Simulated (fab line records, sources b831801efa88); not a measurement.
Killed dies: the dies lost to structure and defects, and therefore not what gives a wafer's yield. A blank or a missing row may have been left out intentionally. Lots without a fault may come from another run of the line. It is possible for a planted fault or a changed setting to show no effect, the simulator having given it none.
Problem report in the 8D (eight disciplines) form, filled by code :: flow sky130 :: the parts of the form that need people (team, actions taken, sign-off) are left out

== 1. PROBLEM STATEMENT ==
Wafers without a fault read 7.5e+13, standard deviation 6.6e+10; dose ions cm2 at SKY_LDD_N_IMPLANT_11 reads a mean of 6.7e+13 on 6 wafers belonging to 2 lots. That is -99 or more standard deviations from the usual mean.
The first sign was on wafer L545.2 at day 19 20:07, on implanter-04. At this step, 18 wafers from 6 lots have a number in the record. By rule, "out" or "out of limits" means more than 4 standard deviations away from the usual mean. The other wafers with a number count as sound.

== 2. WHAT IT IS, AND WHAT IT ISN'T ==
question: which readings at this step
is: dose ions cm2, faraday current uA
is not: rotation deg

question: which lots
is: L545, L546
is not: L540, L556, L559, L562

question: which wafers of those lots
is: all that have a number
is not: -

question: read on which tools
is: implanter-04
is not: implanter-03

question: when
is: from day 19 20:07
is not: up to then (3 sound wafers); but 9 sound wafers of L556, L559, L562 came after

== 3. WHAT RULES OUT EACH SUSPECT ==
Counting: a tool at a process step up to the reading stays a suspect if it ran every lot that is out and no sound lot after the first of them.
- implanter-04 at SKY_LDD_N_IMPLANT_11: ruled out as a lasting fault. Following L545 (day 19 20:07), the first lot on it that is out, the sound lots L556, L559, L562 were run on it.
Left after counting: nothing in the record.

== 4. THE CAUSE (what the simulator had put in) ==
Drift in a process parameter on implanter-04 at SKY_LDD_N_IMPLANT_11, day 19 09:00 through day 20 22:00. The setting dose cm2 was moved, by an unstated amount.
Counting ruled it out, wrongly.

== 5. SEQUENCE OF EFFECTS, ordered by route ==
Rows list readings where the struck wafers' mean (over those with a number) sits beyond 3 standard deviations from the usual. Only readings for which the record gives a usual standard deviation are gone through. hours: the time from each lot's start at the first step in this table that gives one to its start at this step, as a median over the lots. sigmas: the change in usual standard deviations.
hours: 0
step: SKY_LDD_N_IMPLANT_11
reading: dose ions cm2
usual: 7.5e+13
on struck wafers: 6.7e+13
change: -8.2e+12
sigmas: -99 or more

hours: 0
step: SKY_LDD_N_IMPLANT_11
reading: faraday current uA
usual: 423
on struck wafers: 372
change: -50
sigmas: -6.4
Here are the process steps it includes:
- SKY_LDD_N_IMPLANT_11

== 6. HOW IT WOULD HAVE BEEN CAUGHT EARLIER ==
The fault began at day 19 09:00; the first out-of-limits reading in this record came at day 19 20:07, 11 hours later.
